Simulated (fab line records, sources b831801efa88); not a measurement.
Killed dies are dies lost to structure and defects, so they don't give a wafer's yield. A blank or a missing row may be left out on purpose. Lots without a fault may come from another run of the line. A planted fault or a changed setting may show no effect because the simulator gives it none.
Which tool did it? | flow sky130 | 11 lots, 33 wafers sampled, at 4 steps of a route of 708

WHAT THE GAUGES READ, wafer by wafer
SKY_VIA4_OVL_MEAS_11.
lot  | measured     | on         | VIA4_OVL (nm)
L527 | day 43 08:22 | overlay-01 | -0.5 0.4 0.6
L528 | day 43 17:43 | overlay-02 | 0.0 -0.3 0.2
L529 | day 44 01:52 | overlay-01 | -1.3 -0.9 0.1
L530 | day 44 06:07 | overlay-02 | -0.3 -3.0 -1.2
L531 | day 44 10:19 | overlay-02 | -0.9 0.1 -0.7
L532 | day 44 23:43 | overlay-02 | -0.9 -2.8 -2.4
L534 | day 45 12:37 | overlay-01 | -0.6 -0.7 -1.2
L545 | day 48 07:16 | overlay-01 | -1.6 -0.6 -0.6
L546 | day 49 03:04 | overlay-02 | -0.6 -4.1 -1.3
L547 | day 49 03:25 | overlay-01 | 1.7 -2.3 -1.9
L549 | day 49 07:53 | overlay-01 | 0.0 -2.0 -1.2

WHICH TOOL RAN EACH LOT (tool, then ch and the chambers of the sampled wafers, then the start)
lot  | SKY_CAP2M_METAL_ETCH_13           | SKY_METAL4_DESCUM_15              | SKY_VIA4_CMP_02
L527 | rie_metal-01 ch 0,1, day 41 06:21 | rie_metal-04 ch 0,1, day 42 07:40 | cmp-02 ch 0,1,2, day 42 09:02
L528 | rie_metal-01 ch 1, day 41 17:52   | rie_metal-01 ch 0,1, day 42 17:49 | cmp-02 ch 0,2, day 42 19:07
L529 | rie_metal-01 ch 0,1, day 42 01:03 | rie_metal-01 ch 0,1, day 43 01:25 | cmp-01 ch 0,2,3, day 43 02:38
L530 | rie_metal-02 ch 0,1, day 42 05:55 | rie_metal-01 ch 0,1, day 43 06:04 | cmp-02 ch 2,3, day 43 07:17
L531 | rie_metal-03 ch 0,1, day 42 10:36 | rie_metal-03 ch 0,1, day 43 10:43 | cmp-02 ch 2,3, day 43 11:55
L532 | rie_metal-02 ch 0,1, day 43 01:00 | rie_metal-01 ch 0,1, day 44 00:40 | cmp-02 ch 0,1,3, day 44 01:53
L534 | rie_metal-02 ch 0,1, day 43 14:34 | rie_metal-03 ch 0,1, day 44 13:37 | cmp-02 ch 2,3, day 44 14:46
L545 | rie_metal-01 ch 0,1, day 46 13:00 | rie_metal-03 ch 0,1, day 47 10:10 | cmp-02 ch 0,2, day 47 11:27
L546 | rie_metal-03 ch 0,1, day 47 09:51 | rie_metal-01 ch 0,1, day 48 06:35 | cmp-02 ch 1,2, day 48 08:09
L547 | rie_metal-01 ch 0,1, day 47 09:54 | rie_metal-04 ch 0,1, day 48 06:49 | cmp-01 ch 1,2,3, day 48 08:26
L549 | rie_metal-03 ch 0,1, day 47 14:58 | rie_metal-01 ch 0,1, day 48 11:38 | cmp-02 ch 0,1,2, day 48 12:57
- SKY_CAP2M_METAL_ETCH_13: etches TiN in Cl2/BCl3, stops on SiO2, target depth 220 nm, time 62.9 s.
- SKY_METAL4_DESCUM_15: chemistry O2, time 8 s.
- SKY_VIA4_CMP_02: polishes SiO2.

THE ANSWER, worked out from the rows above alone
Rule: what is usual is taken from the lots themselves. Put in order of their means at a reading, lots are off if they are a third of the lots or fewer, leave a main group of 4 or more, and stand apart from it by a gap of 3 or more times the standard deviation of the main group's means; of several such gaps the widest counts. A main group whose means are all the same, to the digits that the tables above print for the reading, isn't used. A lot without any number at a reading at which 4 lots or more have one is off too. The other lots that the step has rows for count as sound.
No lot is off at any reading shown: from this, nothing can be told.

WHAT THE SIMULATOR HAD PUT IN
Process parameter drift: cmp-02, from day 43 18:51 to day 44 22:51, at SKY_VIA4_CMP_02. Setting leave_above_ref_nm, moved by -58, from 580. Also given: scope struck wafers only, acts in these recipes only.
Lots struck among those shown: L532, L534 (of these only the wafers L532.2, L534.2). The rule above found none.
